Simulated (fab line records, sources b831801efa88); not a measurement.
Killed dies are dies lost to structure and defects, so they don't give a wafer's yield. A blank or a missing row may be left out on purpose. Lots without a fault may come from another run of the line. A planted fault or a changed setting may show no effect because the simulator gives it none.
Problem report in the 8D (eight disciplines) form, filled by code | flow gf180mcu | the parts of the form that need people (team, actions taken, sign-off) are left out

1. THE PROBLEM
LVPWELL_TW at GF_LVPWELL_TW_MEAS_11 reads a mean of 825 on 6 wafers of 2 lots; wafers without a fault read 558 with a standard deviation of 3.9. That is +68 standard deviations from the usual mean.
First seen on wafer L948.1, day 5 23:05, on film_metro-01. The record holds 36 wafers of 12 lots with a number at this step. Rule for "out", or "out of limits": more than 4 standard deviations from the usual mean. The other wafers with a number count as sound.

2. WHAT IT IS AND WHAT IT IS NOT
question                    | is                           | is not
which readings at this step | LVPWELL_TW                   | -
which lots                  | L948, L950                   | L941, L942, L951, L952, L953, L955, L956, L958, L959, L962
which wafers of those lots  | all that have a number       | -
read on which gauges        | film_metro-01, film_metro-04 | film_metro-02
when                        | from day 5 23:05             | up to then (6 sound wafers); but 24 sound wafers of L951, L952, L953, L955, L956, L958, L959, L962 came after

3. SUSPECTS, AND WHAT RULES EACH OUT
Counting: a tool at a process step up to the reading stays a suspect if it ran every lot that is out and no sound lot after the first of them.
- the gauge at GF_LVPWELL_TW_MEAS_11: ruled out. The wafers that are out were read on 2 gauges (film_metro-01, film_metro-04).
- implanter-03 at GF_LVPWELL_IMPLANT_08: ruled out as a lasting fault. Sound lots L962 ran on it after its first lot that is out, L948 (day 5 22:41).
Left after counting: nothing in the record.

4. THE CAUSE (what the simulator had put in)
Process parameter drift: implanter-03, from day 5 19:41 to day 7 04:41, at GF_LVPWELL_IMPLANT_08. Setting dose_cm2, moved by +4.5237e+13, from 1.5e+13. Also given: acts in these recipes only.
Counting ruled it out, wrongly: the rule takes a fault to strike every lot that its tool runs from its start on, and this one did not.

5. THE CHAIN OF EFFECTS, in route order
Each row: a reading whose mean over the struck wafers that have a number lies more than 3 standard deviations from the usual. Only readings for which the record gives a usual standard deviation are gone through. hours: the time from each lot's start at the first step in this table that gives one to its start at this step, as a median over the lots. sigmas: the change in usual standard deviations.
hours | step                     | reading            | usual       | on struck wafers | change      | sigmas
0     | GF_LVPWELL_IMPLANT_08    | dose_ions_cm2      | 1.4999e+13  | 6.0242e+13       | +4.5243e+13 | +99 or more
0     | GF_LVPWELL_IMPLANT_08    | faraday_current_uA | 84.7        | 339.9            | +255.2      | +99 or more
0     | GF_LVPWELL_TW_MEAS_11    | LVPWELL_TW         | 558         | 825              | +267        | +68
99    | GF_VT_IMPLANT_RS_MEAS_48 | LVPWELL_RS         | 1197 ohm/sq | 585              | -612        | -99 or more
The process steps in it:
- GF_LVPWELL_IMPLANT_08
Later measuring or inspecting steps at which every struck wafer that the step has a row for has a number for every such reading, and none has moved that far: GF_HV_LDD_TW_MEAS_23.

6. WHAT WOULD HAVE CAUGHT IT SOONER
In this record the first reading out of limits at a measuring or inspecting step was taken at day 5 23:05, 3 hours after the fault began at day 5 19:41.
The tool's own readings at GF_LVPWELL_IMPLANT_08 were out on every struck wafer that the step has a row for (dose_ions_cm2, faraday_current_uA): an alarm limit on them would have fired on the first of those.
